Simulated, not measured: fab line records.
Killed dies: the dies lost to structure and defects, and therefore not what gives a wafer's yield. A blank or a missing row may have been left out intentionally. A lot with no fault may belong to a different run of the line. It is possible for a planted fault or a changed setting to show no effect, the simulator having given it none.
Matching of chambers    flow gf180mcu    3 sister chambers for GF_PASSIVATION_CVD_00 on pecvd-03
The step deposits SiO2 from TEOS, target thk 1000 nm, time 111.95 s. 3 wafers are shown with their chamber, then 8 later ones without.

EACH WAFER AND ITS CHAMBER
wafer   chamber  heater-power-w (W)
L188.5  1        568
L188.6  2        674
L194.1  0        608

WAFERS WITHOUT THEIR CHAMBER
wafer   heater-power-w (W)
L194.2  585
L194.4  681
L195.1  620
L195.2  752
L195.3  480
L196.1  548
L196.4  587
L196.6  593

WHICH CHAMBER EACH ONE RAN IN
wafer   from the rows above           in truth
L194.2  can't be placed: 1 or 0 or 2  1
L194.4  can't be placed: 2 or 0       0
L195.1  can't be placed: 0 or 1 or 2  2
L195.2  can't be placed: 2 or 0       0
L195.3  can't be placed: 1 or 0       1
L196.1  can't be placed: 1 or 0       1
L196.4  can't be placed: 1 or 0 or 2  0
L196.6  can't be placed: 0 or 1 or 2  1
0 of 8 placed correctly. Cannot be placed on the basis of these rows: 8; the candidates contain the true chamber in 8. Number placed wrongly: 0.
How it was worked out, from the rows above alone: a wafer's distance from a chamber is the root of the sum, over the readings, of the square of ((its reading less the chamber's mean) divided by the reading's scatter). If the next closest chamber is less than 2 further off than the closest, the wafer can't be placed; otherwise it belongs to the closest. The mean given for a chamber averages the wafers shown for that chamber. The scatter: root of mean squared gap, hidden wafer to nearest shown wafer, with one shown wafer a chamber.
